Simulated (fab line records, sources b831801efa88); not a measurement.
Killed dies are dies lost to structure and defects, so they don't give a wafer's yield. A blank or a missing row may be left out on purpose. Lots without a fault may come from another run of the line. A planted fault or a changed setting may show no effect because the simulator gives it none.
Split-lot experiment | flow sfq_line | 5 lots, 23 wafers read, on a route of 325 steps

THE SPLIT
At SFQ_TRILAYER_JJ_CE_ETCH_RIE_118 (chemistry SF6, target Nb, stops on Al2O3, time 97.7 s, target depth 170 nm), the setting icp_w was moved away from the recipe's 600 W on 5 of the 23 wafers read, by -7.1% to -6.4%. The other wafers ran this setting at the recipe's value.

The reading is taken at the split's own step.

THE READING
oes_product_au, in a.u., at SFQ_TRILAYER_JJ_CE_ETCH_RIE_118 (chemistry SF6, target Nb, stops on Al2O3, time 97.7 s, target depth 170 nm). Fault-free wafers of this fab line usually give 0.992 a.u., standard deviation 0.0057 a.u..

wafer  | tool, chamber at the split | icp_w as run, W | against the recipe | oes_product_au, a.u. | against lot-mates on the recipe
L074.2 | rie_metal-01, 1            | 561.4           | -6.4%              | 0.963                | -0.029
L074.3 | rie_metal-01, 0            | 600             | recipe             | 0.990                | -
L074.4 | rie_metal-01, 1            | 561.4           | -6.4%              | 0.963                | -0.029
L074.5 | rie_metal-01, 1            | 561.4           | -6.4%              | 0.963                | -0.029
L074.6 | rie_metal-01, 0            | 600             | recipe             | 0.994                | -
L076.2 | rie_metal-03, 0            | 600             | recipe             | 0.997                | -
L076.3 | rie_metal-03, 1            | 600             | recipe             | 0.985                | -
L076.4 | rie_metal-03, 0            | 600             | recipe             | 0.991                | -
L076.5 | rie_metal-03, 1            | 600             | recipe             | 0.987                | -
L076.6 | rie_metal-03, 0            | 600             | recipe             | 0.996                | -
L080.2 | rie_metal-03, 1            | 600             | recipe             | 0.990                | -
L080.3 | rie_metal-03, 0            | 600             | recipe             | 0.987                | -
L080.6 | rie_metal-03, 1            | 600             | recipe             | 0.975                | -
L083.1 | rie_metal-03, 0            | 600             | recipe             | 0.988                | -
L083.2 | rie_metal-03, 1            | 600             | recipe             | 0.995                | -
L083.4 | rie_metal-03, 1            | 600             | recipe             | 0.981                | -
L083.5 | rie_metal-03, 1            | 600             | recipe             | 0.993                | -
L083.6 | rie_metal-03, 0            | 600             | recipe             | 0.997                | -
L084.1 | rie_metal-03, 1            | 600             | recipe             | 0.989                | -
L084.3 | rie_metal-03, 0            | 557.2           | -7.1%              | 0.957                | -0.036
L084.4 | rie_metal-03, 1            | 600             | recipe             | 0.997                | -
L084.5 | rie_metal-03, 1            | 600             | recipe             | 0.992                | -
L084.6 | rie_metal-03, 0            | 557.2           | -7.1%              | 0.969                | -0.024

THE FIT
A straight line over all 23 wafers: oes_product_au changes by +0.00404 a.u. for each +1% of icp_w; r = +0.90; the points scatter about the line by 0.0057 a.u..
The same after taking each lot's own level away (the mean of its wafers on the recipe; 23 wafers): +0.00435 a.u. for each +1%; r = +0.93; scatter 0.005 a.u..
On that fit, the largest move of icp_w shifts the reading by 0.031 a.u..
The lots' own levels span 0.9840 to 0.9927 a.u., that is 1.5 times the standard deviation above.
So the lot-to-lot level changes the slope little: the two slopes agree.
Check: with one of the wafers moved furthest among these (-7.1%) left out of the fit, the line predicts -0.0297 a.u. for it against its lot-mates. It came out at -0.0357 a.u. against them.
Tool readings at the split's step, against how far the setting was moved: oes_product_au r = +0.90.

OTHER SPLITS ON THESE WAFERS
These wafers also went through other splits before the reading. Each is held against what the fit with the lots' levels taken away leaves over:
other split on the same wafers                      | wafers away from the commonest value | r with oes_product_au (lot level and that fit taken away)
SFQ_TRILAYER_I2_VIA_BARC_OPEN_VIA_ETCH_096 source_w | 9                                    | +0.08
SFQ_TRILAYER_I2_VIA_ETCH_VIA_ETCH_070 bias_w        | 8                                    | +0.24
SFQ_TRILAYER_M3_LITHO_COAT_075 spin_rpm             | 7                                    | -0.09
SFQ_TRILAYER_M3_BARC_OPEN_METAL_ETCH_100 bias_w     | 11                                   | +0.22
SFQ_TRILAYER_I3_VIA_LITHO_COAT_085 spin_rpm         | 9                                    | -0.16
SFQ_TRILAYER_I3_VIA_BARC_OPEN_VIA_ETCH_121 source_w | 9                                    | -0.14
SFQ_TRILAYER_M4_DEP_SPUTTER_091 power_w             | 7                                    | +0.03
SFQ_TRILAYER_M4_LITHO_COAT_093 resist_thk_nm        | 8                                    | +0.14
SFQ_TRILAYER_I4_VIA_BARC_OPEN_VIA_ETCH_146 time_s   | 9                                    | -0.04

THE FILE'S OWN FIT
oes_product_au changes by +0.00429 a.u. for each +1% of icp_w, r = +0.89.
